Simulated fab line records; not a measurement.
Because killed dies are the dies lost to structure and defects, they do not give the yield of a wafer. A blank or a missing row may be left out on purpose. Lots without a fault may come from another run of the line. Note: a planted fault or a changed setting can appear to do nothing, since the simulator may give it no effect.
A single fault, viewed from 2 desks + flow gf180mcu + numbers are kept per desk, each desk with only its own; the story behind them comes last

FOR THE TOOL OWNER'S DESK: implanter-04
GF_NSD_IMPLANT_09, tool's own readings: per-lot mean of the sampled wafers with a number, covering each lot this tool ran. Any lot whose mean is over 4 standard deviations away from the usual mean is out of limits and marked OUT; that distance is given in the brackets.
Columns: A = dose ions cm2 at GF_NSD_IMPLANT_09, usual 4e+15
| lot  | first seen here | A     |
|------|-----------------|-------|
| L246 | day 13 18:17    | 4e+15 |
| L248 | day 14 06:53    | 4e+15 |
| L256 | day 17 00:29    | 4e+15 |
| L259 | day 18 06:58    | 4e+15 |
This desk's verdict: no lot among the 4 shows anything out of limits.

FROM THE METROLOGY DESK
Lot by lot, what the gauges showed, no matter which tool ran the lot: averages of those sampled wafers that carry a number. Any lot whose mean is over 4 standard deviations away from the usual mean is out of limits and marked OUT; that distance is given in the brackets. Only the readings that lie furthest out on some lot appear, 7 of the 11 it has.
Columns: A = HV_LDD_CVD_56_THK at GF_HV_LDD_THK_MEAS_57, usual 90.3 nm; B = cd nm at GF_NSD_CD_MEAS_07, usual 399.1 nm; C = NSD_TW at GF_NSD_TW_MEAS_12, usual 4278; D = cd nm at GF_PSD_CD_MEAS_07, usual 399.3 nm; E = PSD_OVL at GF_PSD_OVL_MEAS_08, usual -0.5 nm; F = NSD_RS at GF_PSD_RS_MEAS_14, usual 46.18 ohm/sq; G = PSD_RS at GF_PSD_RS_MEAS_15, usual 108.62 ohm/sq
| lot  | first seen here | A    | B     | C    | D     | E    | F     | G      |
|------|-----------------|------|-------|------|-------|------|-------|--------|
| L246 | day 12 22:04    | 90.5 | 402.9 | 4322 | 394.8 | -3.3 | 46.13 | 108.51 |
| L248 | day 13 10:37    | 89.9 | 397.6 | 4290 | 398.3 | 0.0  | 46.23 | 108.60 |
| L256 | day 16 01:50    | 89.7 | 398.2 | 4276 | 397.1 | -1.2 | 46.22 | 108.75 |
| L259 | day 17 07:03    | 90.2 | 398.9 | 4273 | 399.6 | 0.4  | 46.34 | 109.24 |
| L260 | day 17 12:09    | 91.6 | 399.2 | 4244 | 396.9 | -0.9 | 46.24 | 109.08 |
| L267 | day 19 23:27    | 90.6 | 397.4 | 4309 | 399.7 | 0.1  | 46.32 | 108.63 |
This desk's verdict: no lot among the 6 shows anything out of limits.

TAKEN TOGETHER
The desk of the tool owner found nothing out of limits.
From the metrology desk's view, nothing was out of limits.

WHAT WAS PUT IN BY THE SIMULATOR
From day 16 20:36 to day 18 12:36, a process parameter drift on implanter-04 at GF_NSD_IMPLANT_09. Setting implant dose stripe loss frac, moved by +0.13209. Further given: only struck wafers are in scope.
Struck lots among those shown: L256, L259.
